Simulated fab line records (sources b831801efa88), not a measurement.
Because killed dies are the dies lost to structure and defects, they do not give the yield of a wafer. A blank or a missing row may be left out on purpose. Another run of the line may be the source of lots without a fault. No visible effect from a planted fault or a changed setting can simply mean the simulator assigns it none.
A struck lot beside a sound one / flow sky130 / 16 steps out of a route of 708
Sound: these wafers, L154.3, L154.4, L154.5. Struck: wafer L153.2 (left out: L153.6, a lot-mate that was not struck); the cause follows at the end.
Each step with rows lists, per side, the tool, then ch with its chambers, then its first start. Under that, the readings that differ: sound wafers / struck wafers / difference of the means / sigmas: that difference in standard deviations of wafers without a fault.
alike: same words and numbers on both sides, and readings whose means sit less than 2 such deviations apart. not compared: any withheld reading, any reading some wafer has no value for, any bound like >300 that may hide the same value, and any number with overlapping values for which the record gives no deviation.
Wherever a step has rows on one side only, a row that says differs or no value, or a row with sigmas, the two part there. Non-overlapping numbers with no deviation appear without sigmas and do not part them. Lack of a reading on every wafer of one side parts them only where that side has two or more wafers.

SKY_NWELL_RS_MEAS_29: measures by four-point-probe.
  struck on film_metro-04, day 8 04:20; sound on film_metro-03, day 8 09:09
  alike: NWELL_RS
SKY_NWELL_RS_MEAS_31: measures by four-point-probe.
  struck on film_metro-04, day 8 04:34; sound on film_metro-03, day 8 09:23
reading=PWDE_RS (ohm/sq); sound=5228 5238 5244; struck=5286; difference=+49; sigmas=+3
then, 7 steps without rows for these wafers: SKY_VT_ADJUST_HVTP_DEHYDRATE_00 (time 60 s); SKY_VT_ADJUST_HVTP_HMDS_01 (prime time 60 s); SKY_VT_ADJUST_HVTP_COAT_02 (resist thk 1140 nm); SKY_VT_ADJUST_HVTP_SOFTBAKE_03 (time 60 s); SKY_VT_ADJUST_HVTP_EXPOSE_04 (exposes mask HVTPM, target cd 380 nm); SKY_VT_ADJUST_HVTP_PEB_05; SKY_VT_ADJUST_HVTP_DEVELOP_06 (develop time 60 s).
SKY_VT_ADJUST_HVTP_CD_MEAS_07: target cd 380 nm.
  struck on cd_sem-01, day 9 01:21; sound on cd_sem-01, day 9 06:35
  alike: cd_nm
SKY_VT_ADJUST_HVTP_OVL_MEAS_08:
  struck on overlay-02, day 9 01:28; sound on overlay-02, day 9 06:41
  alike: VT_ADJUST_HVTP_OVL
SKY_VT_ADJUST_HVTP_IMPLANT_09:
  sound on implanter-04 ch 0, day 9 06:46; struck on implanter-03 ch 0, day 9 01:31
SKY_VT_ADJUST_HVTP_STRIP_10: strips in O2/N2.
  sound on plasma_asher-02 ch 0,1, day 9 06:53; struck on plasma_asher-02 ch 1, day 9 01:38
reading=rf_hours_counter_h (h); sound=- - -; struck=38; difference=no value on the sound wafers; sigmas=
  alike: drypump_motor_current_A, oes_product_au, strip_time_to_endpoint_s
SKY_VT_ADJUST_HVTP_TW_MEAS_11:
  struck on film_metro-03, day 9 01:45; sound on film_metro-04, day 9 06:59
reading=VT_ADJUST_HVTP_TW; sound=1352 1352 1356; struck=1272; difference=-81; sigmas=-7
then, 1 step without rows for these wafers: SKY_VT_ADJUST_LVTN_DEHYDRATE_00 (time 60 s).
-- the record jumps here: 40 days lie between the struck wafers' starts before and after (it left off in module VT_ADJUST_LVTN and takes up again in module PAD_OPEN, whose first step shown is number 708 of the route) --
SKY_PAD_OPEN_PROBE_99:
  struck on prober-01, day 48 16:49; sound on prober-02, day 49 03:17
reading=killed_at_other; sound=2 2 0; struck=0; difference=-1; sigmas=-2
reading=model.etest.tip_p.rs_ohm_sq; sound=6724 6709 6767; struck=6152; difference=-581; sigmas=
reading=model.etest.tip_p.rs_ohm_sq_range; sound=129.8 238.8 203.2; struck=814.3; difference=+623.7; sigmas=
reading=model.etest.tip_p.rs_ohm_sq_rim_less_centre; sound=-5.621 30.24 25.84; struck=364.8; difference=+348.0; sigmas=
reading=model.etest.pfet_01v8.r_on_ohm_um; sound=2898 2850 2821; struck=2701; difference=-155; sigmas=
reading=model.etest.pfet_01v8.drive_ua_um; sound=192.4 194.7 198.4; struck=221.3; difference=+26.1; sigmas=
reading=model.etest.pfet_01v8_mvt.drive_ua_um; sound=151.9 154.7 154.8; struck=184.3; difference=+30.5; sigmas=
reading=model.etest.pfet_01v8.drive_ua_um_range; sound=5.445 7.769 3.808; struck=40.65; difference=+34.98; sigmas=
reading=model.etest.pfet_01v8_hvt.drive_ua_um; sound=143.2 145.7 146.4; struck=159.7; difference=+14.6; sigmas=
  alike: killed_at_M0_to_M3, killed_at_M4_up, killed_at_contacts, killed_at_front_end, killed_dies, killed_open, killed_short

WHERE THEY PART
Last at SKY_PAD_OPEN_PROBE_99 as far as this record goes, first at SKY_NWELL_RS_MEAS_31.

WHY: what the simulator had put in
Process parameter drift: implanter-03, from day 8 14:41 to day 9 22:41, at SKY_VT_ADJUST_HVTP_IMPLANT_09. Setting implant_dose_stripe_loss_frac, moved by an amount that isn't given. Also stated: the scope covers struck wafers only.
